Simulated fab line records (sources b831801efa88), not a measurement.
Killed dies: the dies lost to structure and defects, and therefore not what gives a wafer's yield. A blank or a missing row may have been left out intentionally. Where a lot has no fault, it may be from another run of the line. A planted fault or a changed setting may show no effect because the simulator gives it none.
Which tool was responsible? | flow gf180mcu | Sampling: 14 lots, 42 wafers, 2 of 602 route steps

== WHAT THE GAUGES SHOWED, per wafer ==
GF_V2_OVL_MEAS_15.
lot  | measured     | on         | V2_OVL (nm)
L774 | day 20 07:59 | overlay-02 | -5 -2 -9
L775 | day 20 19:13 | overlay-01 | -3 -6 -3
L777 | day 21 10:05 | overlay-02 | -11 -10 -11
L778 | day 22 01:16 | overlay-01 | 5 2 3
L780 | day 22 17:12 | overlay-01 | -7 -2 -2
L788 | day 25 09:17 | overlay-02 | 2 -8 -1
L789 | day 25 14:43 | overlay-02 | 8 3 6
L790 | day 25 20:27 | overlay-02 | 2 9 3
L792 | day 26 10:41 | overlay-01 | -8 1 2
L793 | day 26 15:43 | overlay-01 | -5 2 -1
L794 | day 27 02:04 | overlay-02 | -3 2 -2
L795 | day 27 11:11 | overlay-01 | -1 4 3
L796 | day 27 17:23 | overlay-02 | -4 1 -2
L797 | day 28 00:17 | overlay-02 | -7 -3 -9

GF_V2_RS_MEAS_24: measures by four-point-probe.
lot  | measured     | on            | V2_W_RS (ohm/sq)
L774 | day 20 08:57 | film_metro-02 | 0.327 0.329 0.327
L775 | day 20 20:08 | film_metro-01 | 0.330 0.329 0.328
L777 | day 21 11:05 | film_metro-01 | 0.329 0.331 0.332
L778 | day 22 02:16 | film_metro-01 | 0.324 0.327 0.328
L780 | day 22 18:09 | film_metro-02 | 0.331 0.336 0.340
L788 | day 25 10:12 | film_metro-02 | 0.337 0.334 0.340
L789 | day 25 15:38 | film_metro-03 | 0.332 0.330 0.326
L790 | day 25 21:24 | film_metro-03 | 0.330 0.336 0.333
L792 | day 26 11:37 | film_metro-03 | 0.325 0.325 0.327
L793 | day 26 16:40 | film_metro-02 | 0.326 0.321 0.327
L794 | day 27 02:58 | film_metro-02 | 0.337 0.333 0.333
L795 | day 27 12:13 | film_metro-03 | 0.328 0.328 0.327
L796 | day 27 18:26 | film_metro-02 | 0.320 0.321 0.320
L797 | day 28 01:13 | film_metro-01 | 0.340 0.331 0.338

== WHICH TOOL RAN EACH LOT (tool, then ch and the chambers of the sampled wafers, then the start) ==
The record shows no process step preceding these readings.

== AS READ BY THE TOOLS THEMSELVES (means over the sampled wafers that have a number; for cases with no such wafer, the mark the record gives instead) ==
The record holds no such reading with a usual standard deviation.

== THE ANSWER, worked out from the rows above alone ==
Rule: usual is defined by the lots themselves. Put in order of their means at a reading, lots are off if they are a third of the lots or fewer, leave a main group of 4 or more, and stand apart from it by a gap of 3 or more times the standard deviation of the main group's means; of several such gaps the widest counts. Not used: any main group whose means are identical at the precision the tables above print for the reading. Also off: a lot with no number at a reading for which 4 or more lots have one. All remaining lots with rows at the step are treated as sound. The gauges are gone through in route order, then the tools' own readings, and for those a lot's mean is taken as printed above. The first step at which some lot is off is used, and at that step the reading that is off furthest; a lot without a number counts as furthest.
No lot is off on any of the readings shown, so nothing can be concluded from this.

== WHAT THE SIMULATOR HAD PUT IN ==
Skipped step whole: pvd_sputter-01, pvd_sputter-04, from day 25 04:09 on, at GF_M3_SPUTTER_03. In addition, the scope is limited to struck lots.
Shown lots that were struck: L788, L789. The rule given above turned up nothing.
